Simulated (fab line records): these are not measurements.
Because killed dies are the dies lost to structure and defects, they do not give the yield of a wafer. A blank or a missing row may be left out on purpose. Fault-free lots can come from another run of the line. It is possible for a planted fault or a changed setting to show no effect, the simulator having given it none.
A struck lot beside a sound one | flow sfq_line | 26 out of 325 route steps
Sound: the wafers L898.2, L898.3, L898.6. Struck: wafer L901.5 (left out: L901.3, L901.6 of the same lot, which were not struck); the cause appears at the end.
Per side, at each step with rows, come the tool, then ch with its chambers, and then its first start. Under that, the readings that differ: sound wafers | struck wafers | difference of the means | sigmas: that difference in standard deviations of wafers without a fault.
alike: readings with means less than 2 such deviations apart, plus words and numbers identical on both sides. not compared: withheld readings, readings lacking a value on some wafer, bounds such as >300 that could conceal the same value, and numbers that have no deviation in the record and whose values overlap.
A row with sigmas, a row that says differs or no value, or rows on one side alone: a step with any of these is where the two part. When numbers do not overlap yet have no deviation, they are printed without sigmas and do not part them. Lack of a reading on every wafer of one side parts them only where that side has two or more wafers.

SFQ_L0_RS_MEAS_901: measurement is done with a four-point probe.
  sound on film_metro-03, day 2 08:35; struck on film_metro-03, day 2 23:36
  alike: L0_MONX_KI_RS
SFQ_L0_THK_MEAS_902: measures by xrf.
  sound on film_metro-03, day 2 08:41; struck on film_metro-03, day 2 23:42
  alike: L0_MONX_KI_THK
then, 6 steps without rows for these wafers: SFQ_TRILAYER_L0_LITHO_COAT_010 (resist thk 62 nm); SFQ_TRILAYER_L0_LITHO_COAT_005 (resist thk 600 nm); SFQ_TRILAYER_L0_LITHO_SOFTBAKE_009; SFQ_TRILAYER_L0_LITHO_EXPOSE_006 (exposes mask L0, target cd 2000 nm); SFQ_TRILAYER_L0_LITHO_PEB_008 (peb time 60 s); SFQ_TRILAYER_L0_LITHO_DEVELOP_007 (time 60 s).
-- the record jumps here: 3 days lie between the struck wafers' starts before and after --
SFQ_TRILAYER_L0_BARC_OPEN_METAL_ETCH_010: etches BARC in O2, target depth 125 nm, time 41.7 s.
  sound on rie_metal-03 ch 0,1, day 5 02:58; struck on rie_metal-04 ch 0, day 6 02:59
  alike: drypump_motor_current_A, oes_product_au
  not compared: rf_hours_counter_h
SFQ_TRILAYER_L0_ETCH_METAL_ETCH_008: etches MoNx KI in SF6/O2, stops on SiO2, target depth 50 nm, time 25 s.
  sound on rie_metal-03 ch 0,1, day 5 03:02; struck on rie_metal-04 ch 0, day 6 03:06
  alike: drypump_motor_current_A, oes_product_au
  not compared: rf_hours_counter_h
then, 2 steps without rows for these wafers: SFQ_TRILAYER_L0_STRIP_STRIP_009 (strips in O2); SFQ_TRILAYER_L0_STRIP_SOLV_CLEAN_010 (cleans in NMP, time 600 s).
SFQ_TRILAYER_L0_CAP_PECVD_011: deposits SiO2 from SiH4/N2O, time 13.333 s, target thk 60 nm.
  sound on pecvd-01 ch 0,2, day 5 03:53; struck on pecvd-03 ch 1, day 6 04:32
  reading                                             | sound             | struck | difference | sigmas
  model.SiO2_of_TRILAYER_L0_CAP_PECVD_011.thk_nm (nm) | 58.29 60.07 61.19 | 42.57  | -17.28     |
  alike: heater_power_outer_w, heater_power_w, throttle_valve_pct
  not compared: since_wet_clean_h
then, 6 steps without rows for these wafers: SFQ_TRILAYER_L0_VIA_LITHO_COAT_018 (resist thk 62 nm); SFQ_TRILAYER_L0_VIA_LITHO_COAT_013 (resist thk 650 nm); SFQ_TRILAYER_L0_VIA_LITHO_SOFTBAKE_017; SFQ_TRILAYER_L0_VIA_LITHO_EXPOSE_014 (exposes mask L0V, target cd 700 nm); SFQ_TRILAYER_L0_VIA_LITHO_PEB_016 (peb time 60 s); SFQ_TRILAYER_L0_VIA_LITHO_DEVELOP_015 (time 60 s).
-- the record jumps here: 4 days lie between the struck wafers' starts before and after --
SFQ_L0V_OVL_MEAS_903:
  sound on overlay-01, day 9 04:11; struck on overlay-01, day 10 02:59
  alike: L0V_OVL
SFQ_TRILAYER_L0_VIA_BARC_OPEN_VIA_ETCH_021: etches BARC in O2, target depth 125 nm, time 41.7 s.
  sound on rie_diel-02 ch 0,1,2, day 9 04:13; struck on rie_diel-01 ch 3, day 10 03:01
  alike: drypump_motor_current_A, oes_product_au
  not compared: rf_hours_counter_h
SFQ_TRILAYER_L0_VIA_ETCH_VIA_ETCH_016: etches SiO2 in CHF3, stops on MoNx KI, target depth 80 nm.
  sound on rie_diel-02 ch 0,1,2, day 9 04:15; struck on rie_diel-01 ch 3, day 10 03:03
  reading                         | sound             | struck | difference | sigmas
  oes_product_au (a.u.)           | 0.831 0.839 0.849 | 0.703  | -0.137     | -15
  model.etch.depth_nm (nm)        | 58.29 60.07 61.19 | 42.57  | -17.28     |
  model.L0V.feature_depth_nm (nm) | 58.29 60.07 61.19 | 42.57  | -17.28     |
  alike: drypump_motor_current_A
SFQ_TRILAYER_L0_VIA_STRIP_STRIP_017: strips in O2.
  sound on rie_metal-02 ch 0,1, day 9 04:18; struck on rie_metal-03 ch 0, day 10 03:18
  alike: drypump_motor_current_A, oes_product_au
  not compared: rf_hours_counter_h
then, 1 step without rows for these wafers: SFQ_TRILAYER_L0_VIA_STRIP_SOLV_CLEAN_018 (cleans in NMP, time 600 s).
SFQ_TRILAYER_M0_DEP_PRE_CLEAN_020: time 15 s.
  sound on pvd_sputter-03, day 9 05:04; struck on pvd_sputter-03, day 10 03:52
  reading                                             | sound             | struck | difference | sigmas
  model.SiO2_of_TRILAYER_L0_CAP_PECVD_011.thk_nm (nm) | 53.29 55.07 56.19 | 37.57  | -17.28     |
SFQ_TRILAYER_M0_DEP_SPUTTER_019: material Nb, target thk 200 nm, time 133.3 s.
  sound on pvd_sputter-03, day 9 05:06; struck on pvd_sputter-03, day 10 03:54
  alike: throttle_valve_pct

WHERE THEY PART
Only at SFQ_TRILAYER_L0_VIA_ETCH_VIA_ETCH_016, as far as this record shows. Later steps at which nothing parts them and some readings are alike: SFQ_TRILAYER_L0_VIA_STRIP_STRIP_017, SFQ_TRILAYER_M0_DEP_SPUTTER_019.

WHY: the cause the simulator had injected
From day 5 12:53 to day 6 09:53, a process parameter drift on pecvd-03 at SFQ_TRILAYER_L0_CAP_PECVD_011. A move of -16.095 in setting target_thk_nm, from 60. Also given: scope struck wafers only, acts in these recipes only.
